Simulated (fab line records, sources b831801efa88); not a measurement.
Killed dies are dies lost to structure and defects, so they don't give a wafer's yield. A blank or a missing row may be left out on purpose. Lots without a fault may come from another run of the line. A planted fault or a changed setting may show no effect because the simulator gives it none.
Which tool did it? | flow sky130 | 14 lots, 42 wafers sampled, at 3 steps of a route of 708

WHAT THE GAUGES READ, wafer by wafer
The record holds no reading of a measuring or inspecting step that can be judged against a usual standard deviation.

WHICH TOOL RAN EACH LOT (tool, then ch and the chambers of the sampled wafers, then the start)
lot  | SKY_LDD_N_COAT_02                 | SKY_LDD_N_STRIP_16                   | SKY_PAD_OPEN_PROBE_99
L321 | litho_track-01 ch 0, day 17 09:20 | plasma_asher-03 ch 0,1, day 18 02:18 | -
L324 | litho_track-02 ch 0, day 18 15:28 | plasma_asher-03 ch 0,1, day 19 07:41 | -
L326 | litho_track-01 ch 0, day 19 04:28 | plasma_asher-04 ch 0,1, day 19 21:18 | -
L327 | litho_track-02 ch 0, day 19 20:58 | plasma_asher-01 ch 0,1, day 20 14:05 | -
L329 | litho_track-01 ch 0, day 20 04:16 | plasma_asher-01 ch 1, day 20 21:09   | -
L330 | litho_track-02 ch 0, day 20 10:16 | plasma_asher-04 ch 0,1, day 21 03:08 | -
L331 | litho_track-04 ch 0, day 21 02:44 | plasma_asher-04 ch 0,1, day 21 19:36 | -
L332 | litho_track-04 ch 0, day 21 21:07 | plasma_asher-04 ch 0,1, day 22 13:02 | -
L334 | litho_track-02 ch 0, day 22 01:16 | plasma_asher-01 ch 0,1, day 22 18:05 | -
L337 | litho_track-04 ch 0, day 23 02:34 | plasma_asher-03 ch 0,1, day 23 19:14 | -
L336 | litho_track-02 ch 0, day 23 03:07 | plasma_asher-04 ch 0,1, day 23 19:32 | -
L339 | litho_track-04 ch 0, day 23 17:02 | plasma_asher-01 ch 0,1, day 24 08:36 | prober-02, day 50 13:14
L343 | litho_track-01 ch 0, day 25 05:22 | plasma_asher-04 ch 0,1, day 25 21:37 | -
L344 | litho_track-02 ch 0, day 25 15:16 | plasma_asher-03 ch 0,1, day 26 07:27 | -
- SKY_LDD_N_COAT_02: resist thk 300 nm.
- SKY_LDD_N_STRIP_16: strips in O2/N2.
- SKY_PAD_OPEN_PROBE_99

WHAT THE TOOLS THEMSELVES READ (means of the sampled wafers that have a number; where no wafer has one, the mark that the record gives instead)
SKY_LDD_N_COAT_02. Usual: exhaust_pa 44.8 Pa, standard deviation 0.91; resist_line_temp_C 22.96 C, standard deviation 0.12.
lot  | tool           | exhaust_pa (Pa) | resist_line_temp_C (C) | flag
L321 | litho_track-01 | 44.8            | 22.92                  |
L324 | litho_track-02 | 44.2            | 22.92                  |
L326 | litho_track-01 | 44.0            | 22.89                  |
L327 | litho_track-02 | 46.7            | 22.96                  |
L329 | litho_track-01 | 44.0            | 23.10                  |
L330 | litho_track-02 | 44.9            | 23.03                  |
L331 | litho_track-04 | 44.2            | 22.91                  |
L332 | litho_track-04 | 44.2            | 22.80                  |
L334 | litho_track-02 | 45.3            | 23.18                  |
L337 | litho_track-04 | 44.9            | 23.09                  |
L336 | litho_track-02 | 45.8            | 23.08                  |
L339 | litho_track-04 | 45.0            | 22.89                  |
L343 | litho_track-01 | 44.7            | 23.06                  |
L344 | litho_track-02 | 45.4            | 22.89                  |

SKY_LDD_N_STRIP_16. Usual: drypump_motor_current_A 5.6 A, standard deviation 0.5; oes_product_au 0.406 a.u., standard deviation 0.0047; strip_time_to_endpoint_s 4.310 s, standard deviation 0.016.
lot  | tool            | drypump_motor_current_A (A) | oes_product_au (a.u.) | strip_time_to_endpoint_s (s) | flag
L321 | plasma_asher-03 | 5.3                         | 0.407                 | 4.284                        |
L324 | plasma_asher-03 | 5.3                         | 0.410                 | 4.309                        |
L326 | plasma_asher-04 | 5.6                         | 0.402                 | 4.292                        |
L327 | plasma_asher-01 | 5.7                         | 0.410                 | 4.328                        |
L329 | plasma_asher-01 | 5.3                         | 0.407                 | 4.290                        |
L330 | plasma_asher-04 | 5.5                         | 0.407                 | 4.312                        |
L331 | plasma_asher-04 | 5.6                         | 0.401                 | 4.313                        |
L332 | plasma_asher-04 | 5.5                         | 0.404                 | 4.306                        |
L334 | plasma_asher-01 | 6.2                         | 0.407                 | 4.321                        |
L337 | plasma_asher-03 | 5.3                         | 0.401                 | 4.247                        | OFF
L336 | plasma_asher-04 | 5.5                         | 0.400                 | 4.318                        |
L339 | plasma_asher-01 | 6.2                         | 0.404                 | 4.255                        | OFF
L343 | plasma_asher-04 | 5.6                         | 0.404                 | 4.304                        |
L344 | plasma_asher-03 | 5.3                         | 0.408                 | 4.319                        |

SKY_PAD_OPEN_PROBE_99. Usual: killed_at_M0_to_M3 44, standard deviation 7.9; killed_at_M4_up 3.1, standard deviation 1.9; killed_at_contacts 24, standard deviation 4.6; killed_at_front_end 16, standard deviation 4.9; killed_at_other 0.3, standard deviation 0.6; killed_dies 87, standard deviation 9.7; killed_open 48, standard deviation 7.2; killed_short 39, standard deviation 5.6.
lot  | tool      | killed_at_M0_to_M3 | killed_at_M4_up | killed_at_contacts | killed_at_front_end | killed_at_other | killed_dies | killed_open | killed_short | flag
L339 | prober-02 | 38                 | 2.0             | 26                 | 17                  | 0.7             | 84          | 43          | 40           |

THE ANSWER, worked out from the rows above alone
Rule: a lot is off if the mean of its wafers that have a number lies more than 3 standard deviations from the usual mean. A lot without any number at a reading at which 4 lots or more have one is off too. The other lots that the step has rows for count as sound. The gauges are gone through in route order, then the tools' own readings, and for those a lot's mean is taken as printed above. The first step at which some lot is off is used, and at that step the reading that is off furthest; a lot without a number counts as furthest.
Off: L337, L339, at SKY_LDD_N_STRIP_16 (strip_time_to_endpoint_s).
A tool fits if, at that step or a process step before it, it ran every lot that is off, and no sound lot after the first of them. One fits: litho_track-04 at SKY_LDD_N_COAT_02. Its last sound lot is L332 (day 21 21:07), its first lot that is off L337 (day 23 02:34): a fault that began between those two fits.

WHAT THE SIMULATOR HAD PUT IN
Process parameter drift: litho_track-04, from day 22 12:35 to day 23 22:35, at SKY_LDD_N_COAT_02. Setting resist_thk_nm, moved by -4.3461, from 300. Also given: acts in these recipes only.
Lots struck among those shown: L337, L339. The rule above found the same.
